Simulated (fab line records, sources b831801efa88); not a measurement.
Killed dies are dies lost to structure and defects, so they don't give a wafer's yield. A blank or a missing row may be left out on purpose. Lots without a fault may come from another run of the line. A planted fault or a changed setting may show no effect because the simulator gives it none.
One fault seen from 2 desks | flow gf180mcu | each desk has only its own numbers; what lay behind them comes last

THE METROLOGY DESK
What the gauges read, lot by lot, whatever tool the lot ran on: means of the sampled wafers that have a number. A lot is out of limits, marked OUT, if its mean lies more than 4 standard deviations from the usual mean; the brackets give that distance.
Columns: A = TOP_METAL_OVL at GF_TOP_METAL_OVL_MEAS_15, usual 0.0 nm; B = PASSIVATION_CVD_00_THK at GF_PASSIVATION_THK_MEAS_01, usual 1002 nm
lot  | first seen here | A    | B
L918 | day 28 17:15    | 0.6  | 993
L919 | day 28 23:06    | -0.3 | 1014
L921 | day 29 16:09    | -0.6 | 1015
L922 | day 29 20:54    | 1.3  | 1000
L926 | day 31 09:19    | -0.8 | 1007
L929 | day 32 00:26    | 0.4  | 996
L930 | day 32 08:36    | 0.9  | 988
L931 | day 32 12:35    | -0.3 | 1035
L932 | day 32 17:05    | 0.1  | 1041
L937 | day 33 22:21    | 2.0  | 1012
L939 | day 34 11:43    | -0.4 | 995
This desk's finding: nothing out of limits on any of the 11 lots.

THE TOOL OWNER'S DESK: pecvd-01
The tool's own readings at GF_PASSIVATION_CVD_00 (deposits SiO2 from TEOS, target thk 1000 nm, time 111.95 s): means of the sampled wafers that have a number, for each lot that ran on this tool. A lot is out of limits, marked OUT, if its mean lies more than 4 standard deviations from the usual mean; the brackets give that distance.
Columns: A = heater_power_w at GF_PASSIVATION_CVD_00, usual 630 W; B = run_length_s at GF_PASSIVATION_CVD_00, usual 140.0 s
lot  | first seen here | A   | B
L919 | day 28 23:50    | 593 | 140.3
L921 | day 29 16:53    | 619 | 139.9
L926 | day 31 10:07    | 679 | 140.1
L931 | day 32 13:24    | 579 | 144.3 (+8.5) OUT
L932 | day 32 17:50    | 576 | 144.1 (+8.1) OUT
This desk's finding: out of limits on L931, L932; first on L931, day 32 13:24 (run_length_s at GF_PASSIVATION_CVD_00). In limits: L919, L921, L926.

PUT TOGETHER
The tool owner's desk could have raised an alarm at day 32 13:24, on L931, L932.
The metrology desk saw nothing out of limits.
The metrology desk has L931, L932 on record, within its limits.
Of the lots named, all ran GF_PASSIVATION_CVD_00 on pecvd-01.

WHAT THE SIMULATOR HAD PUT IN
Process parameter drift: pecvd-01, from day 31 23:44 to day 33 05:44, at GF_PASSIVATION_CVD_00. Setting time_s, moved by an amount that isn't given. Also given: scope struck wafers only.
Lots struck among those shown: L931, L932.
Hours from the fault's start to each desk's first reading out of limits: the tool owner's desk, 14.
